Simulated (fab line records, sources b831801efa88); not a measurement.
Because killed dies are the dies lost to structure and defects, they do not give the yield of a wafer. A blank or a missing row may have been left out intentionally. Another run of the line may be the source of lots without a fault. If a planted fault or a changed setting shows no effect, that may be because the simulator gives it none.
Which tool was responsible? ; flow sky130 ; Sampling: 24 lots, 72 wafers, 4 of 708 route steps

== WHAT EACH GAUGE READ, for each wafer ==
SKY_SD_N_RS_MEAS_18: the measuring method here is four-point-probe. Usual: RES_XHIGH_RS typically reads 333.0 ohm/sq, with standard deviation 1.3.
lot;measured;on;RES_XHIGH_RS (ohm/sq);flag
L074;day 28 00:36;film_metro-04;333.3 332.1 332.0;
L075;day 28 22:58;film_metro-04;334.1 333.5 333.3;
L076;day 29 03:44;film_metro-02;333.1 331.9 332.9;
L077;day 29 06:28;film_metro-01;331.8 332.2 331.6;
L078;day 29 16:18;film_metro-02;332.8 332.4 332.4;
L079;day 30 03:13;film_metro-02;331.3 331.9 331.8;
L080;day 30 05:45;film_metro-04;333.7 333.2 334.8;
L081;day 30 18:02;film_metro-01;335.0 335.4 333.8;
L082;day 31 06:07;film_metro-02;331.5 331.9 331.5;
L083;day 31 07:17;film_metro-04;331.5 332.9 332.9;
L084;day 31 16:14;film_metro-04;333.5 332.2 332.9;
L085;day 32 02:05;film_metro-04;334.1 334.3 335.7;
L086;day 32 09:55;film_metro-02;332.0 331.9 331.9;
L087;day 32 15:06;film_metro-04;332.2 333.2 332.5;
L088;day 32 22:35;film_metro-01;335.0 335.3 335.2;
L089;day 33 11:01;film_metro-01;333.5 331.9 333.6;
L090;day 33 14:35;film_metro-02;334.5 336.8 336.1;
L091;day 33 21:10;film_metro-04;332.0 333.8 333.9;
L092;day 34 01:35;film_metro-01;332.8 332.8 332.8;
L093;day 34 06:19;film_metro-01;332.2 332.2 332.2;
L094;day 34 13:21;film_metro-02;332.6 332.8 333.0;
L095;day 34 20:01;film_metro-04;333.1 333.9 334.0;
L096;day 35 02:02;film_metro-04;333.3 332.4 331.6;
L097;day 35 10:34;film_metro-02;331.1 331.3 332.4;

SKY_CONTACT_CD_MEAS_14 targets a cd of 170 nm. Usual: 170.0 nm for cd_nm, sd 1.3.
lot;measured;on;cd_nm (nm);flag
L074;day 31 15:49;cd_sem-02;168.0 165.7 166.4;
L075;day 32 12:43;cd_sem-01;169.5 171.2 170.3;
L076;day 32 19:10;cd_sem-02;170.1 170.9 170.7;
L077;day 32 21:55;cd_sem-01;172.1 170.9 171.7;
L078;day 33 05:46;cd_sem-01;169.4 168.0 170.1;
L079;day 33 15:41;cd_sem-01;169.8 168.6 168.7;
L080;day 33 18:52;cd_sem-02;171.6 171.1 172.4;
L081;day 34 05:41;cd_sem-01;170.2 170.7 171.5;
L082;day 34 18:37;cd_sem-02;172.2 169.8 172.4;
L083;day 34 19:42;cd_sem-02;167.8 169.0 168.0;
L084;day 35 03:21;cd_sem-02;169.8 170.2 170.3;
L085;day 35 13:22;cd_sem-01;169.6 169.1 169.6;
L086;day 35 20:14;cd_sem-02;169.4 170.1 170.5;
L087;day 36 01:59;cd_sem-01;170.4 171.6 171.4;
L088;day 36 09:10;cd_sem-01;171.6 170.4 171.0;
L089;day 36 21:38;cd_sem-01;171.3 170.6 171.1;
L090;day 37 01:10;cd_sem-01;170.9 168.9 170.9;
L091;day 37 06:05;cd_sem-01;169.4 168.4 169.7;
L092;day 37 11:19;cd_sem-01;168.7 170.2 169.7;
L093;day 37 14:56;cd_sem-02;170.1 170.1 171.3;
L094;day 37 22:46;cd_sem-01;170.0 170.1 169.4;
L095;day 38 04:25;cd_sem-01;169.8 169.4 169.3;
L096;day 38 09:37;cd_sem-01;168.8 168.7 168.6;
L097;day 38 19:28;cd_sem-02;171.0 170.1 170.3;

SKY_CONTACT_THK_MEAS_26: measures by xrf. Usual: CONTACT_W_THK typically reads 357 nm, with standard deviation 5.6.
lot;measured;on;CONTACT_W_THK (nm);flag
L074;day 31 17:04;film_metro-04;357 357 358;
L075;day 32 13:52;film_metro-04;355 354 351;
L076;day 32 20:20;film_metro-04;366 365 365;
L077;day 32 23:04;film_metro-04;349 350 346;
L078;day 33 06:56;film_metro-04;364 361 363;
L079;day 33 16:51;film_metro-04;370 370 366;
L080;day 33 20:02;film_metro-04;360 357 362;
L081;day 34 06:51;film_metro-03;358 358 361;
L082;day 34 19:55;film_metro-03;352 347 349;
L083;day 34 20:59;film_metro-03;358 349 352;
L084;day 35 04:32;film_metro-01;355 356 365;
L085;day 35 14:32;film_metro-03;350 355 350;
L086;day 35 21:28;film_metro-03;352 350 362;
L087;day 36 03:09;film_metro-04;359 364 359;
L088;day 36 10:20;film_metro-03;345 354 351;
L089;day 36 22:50;film_metro-03;358 354 355;
L090;day 37 02:19;film_metro-03;359 356 355;
L091;day 37 07:17;film_metro-04;360 355 356;
L092;day 37 12:34;film_metro-03;358 357 364;
L093;day 37 16:07;film_metro-03;352 354 350;
L094;day 37 23:56;film_metro-04;357 361 351;
L095;day 38 05:36;film_metro-04;356 360 357;
L096;day 38 10:46;film_metro-01;358 363 365;
L097;day 38 20:37;film_metro-04;359 360 362;

== TOOL THAT RAN EACH LOT (tool first, then ch and the chambers of the sampled wafers, then the start) ==
lot;SKY_LDD_HVP_STRIP_09
L074;plasma_asher-01 ch 0,1, day 21 16:15
L075;plasma_asher-04 ch 0,1, day 22 07:32
L076;plasma_asher-03 ch 0,1, day 22 19:06
L077;plasma_asher-03 ch 0,1, day 23 01:32
L078;plasma_asher-03 ch 0,1, day 23 11:22
L079;plasma_asher-04 ch 0, day 23 22:47
L080;plasma_asher-04 ch 0,1, day 24 01:20
L081;plasma_asher-04 ch 0,1, day 24 14:33
L082;plasma_asher-04 ch 0,1, day 25 04:38
L083;plasma_asher-01 ch 0,1, day 25 05:09
L084;plasma_asher-04 ch 0,1, day 25 12:43
L085;plasma_asher-04 ch 0,1, day 26 00:36
L086;plasma_asher-04 ch 0,1, day 26 09:45
L087;plasma_asher-04 ch 0,1, day 26 14:43
L088;plasma_asher-04 ch 0,1, day 26 21:05
L089;plasma_asher-03 ch 0,1, day 27 14:51
L090;plasma_asher-01 ch 0,1, day 27 16:22
L091;plasma_asher-04 ch 0,1, day 27 23:18
L092;plasma_asher-01 ch 0,1, day 28 05:29
L093;plasma_asher-04 ch 0,1, day 28 09:24
L094;plasma_asher-01 ch 0,1, day 28 18:26
L095;plasma_asher-04 ch 0,1, day 29 01:56
L096;plasma_asher-01 ch 0,1, day 29 06:07
L097;plasma_asher-03 ch 0,1, day 29 18:04
- SKY_LDD_HVP_STRIP_09: strips in O2/N2.

== AS READ BY THE TOOLS THEMSELVES (means over the sampled wafers that have a number; for cases with no such wafer, the mark the record gives instead) ==
SKY_LDD_HVP_STRIP_09. Usual: drypump_motor_current_A 5.5 A, standard deviation 0.45; oes_product_au 0.409 a.u., standard deviation 0.0041; strip_time_to_endpoint_s 4.132 s, standard deviation 0.015.
lot;tool;drypump_motor_current_A (A);oes_product_au (a.u.);strip_time_to_endpoint_s (s);flag
L074;plasma_asher-01;6.1;0.409;4.138;
L075;plasma_asher-04;5.2;0.409;4.126;
L076;plasma_asher-03;5.3;0.412;4.122;
L077;plasma_asher-03;5.4;0.407;4.146;
L078;plasma_asher-03;5.3;0.411;4.141;
L079;plasma_asher-04;5.0;0.407;4.117;
L080;plasma_asher-04;5.4;0.405;4.150;
L081;plasma_asher-04;5.3;0.412;4.123;
L082;plasma_asher-04;5.2;0.406;4.128;
L083;plasma_asher-01;6.1;0.409;4.113;
L084;plasma_asher-04;5.2;0.408;4.116;
L085;plasma_asher-04;5.5;0.407;4.131;
L086;plasma_asher-04;5.3;0.406;4.117;
L087;plasma_asher-04;5.5;0.406;4.122;
L088;plasma_asher-04;5.5;0.410;4.141;
L089;plasma_asher-03;5.4;0.411;4.130;
L090;plasma_asher-01;5.7;0.411;4.124;
L091;plasma_asher-04;5.5;0.412;4.135;
L092;plasma_asher-01;5.7;0.406;4.134;
L093;plasma_asher-04;5.2;0.412;4.129;
L094;plasma_asher-01;6.1;0.408;4.134;
L095;plasma_asher-04;5.5;0.409;4.143;
L096;plasma_asher-01;6.1;0.408;4.143;
L097;plasma_asher-03;5.4;0.409;4.124;

== THE ANSWER, worked out from the rows above alone ==
Rule: a lot counts as off when the mean over its wafers that have a number is more than 3 standard deviations away from the usual mean. Also off: a lot with no number at a reading for which 4 or more lots have one. Any other lot the step has rows for is counted as sound. First the gauges in route order, then the tools' own readings, where a lot's mean is used as printed above. The first step at which some lot is off is used, and at that step the reading that is off furthest; a lot without a number counts as furthest.
No lot is off on any of the readings shown, so nothing can be concluded from this.

== WHAT THE SIMULATOR HAD PUT IN ==
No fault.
